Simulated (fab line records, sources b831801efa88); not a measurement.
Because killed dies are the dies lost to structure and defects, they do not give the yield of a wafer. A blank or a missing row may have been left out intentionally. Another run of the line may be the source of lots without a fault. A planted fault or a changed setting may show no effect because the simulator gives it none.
Which tool is to blame? | flow gf180mcu | 7 lots (21 wafers sampled), 1 step of a 602-step route

WHAT THE GAUGES SHOWED, per wafer
GF_V2_RS_MEAS_24: measures by four-point-probe.
lot  | measured     | on            | V2_W_RS (ohm/sq)
L354 | day 20 15:28 | film_metro-02 | 0.345 0.347 0.344
L356 | day 21 10:22 | film_metro-02 | 0.351 0.352 0.354
L361 | day 23 06:55 | film_metro-01 | 0.352 0.347 0.349
L363 | day 24 01:05 | film_metro-01 | 0.349 0.349 0.355
L371 | day 26 08:34 | film_metro-01 | 0.348 0.357 0.346
L373 | day 26 20:13 | film_metro-01 | 0.345 0.345 0.353
L375 | day 27 13:29 | film_metro-02 | 0.353 0.349 0.352

WHICH TOOL RAN EACH LOT (tool, then ch and the chambers of the sampled wafers, then the start)
The record shows no process step preceding these readings.

THE ANSWER, worked out from the rows above alone
Rule: the usual values come from the lots themselves. The widest of any qualifying gaps counts: lots, ordered by their means at a reading, are off when they make up no more than a third of the lots, leave a main group of 4 or more, and stand apart from it by 3 or more times the standard deviation of that group's means. A main group is skipped when, at the precision printed for the reading in the tables above, its means are all equal. Also off: a lot with no number at a reading for which 4 or more lots have one. All remaining lots with rows at the step are treated as sound.
None of the lots is off at any reading shown; this tells nothing.

WHAT WAS PUT IN BY THE SIMULATOR
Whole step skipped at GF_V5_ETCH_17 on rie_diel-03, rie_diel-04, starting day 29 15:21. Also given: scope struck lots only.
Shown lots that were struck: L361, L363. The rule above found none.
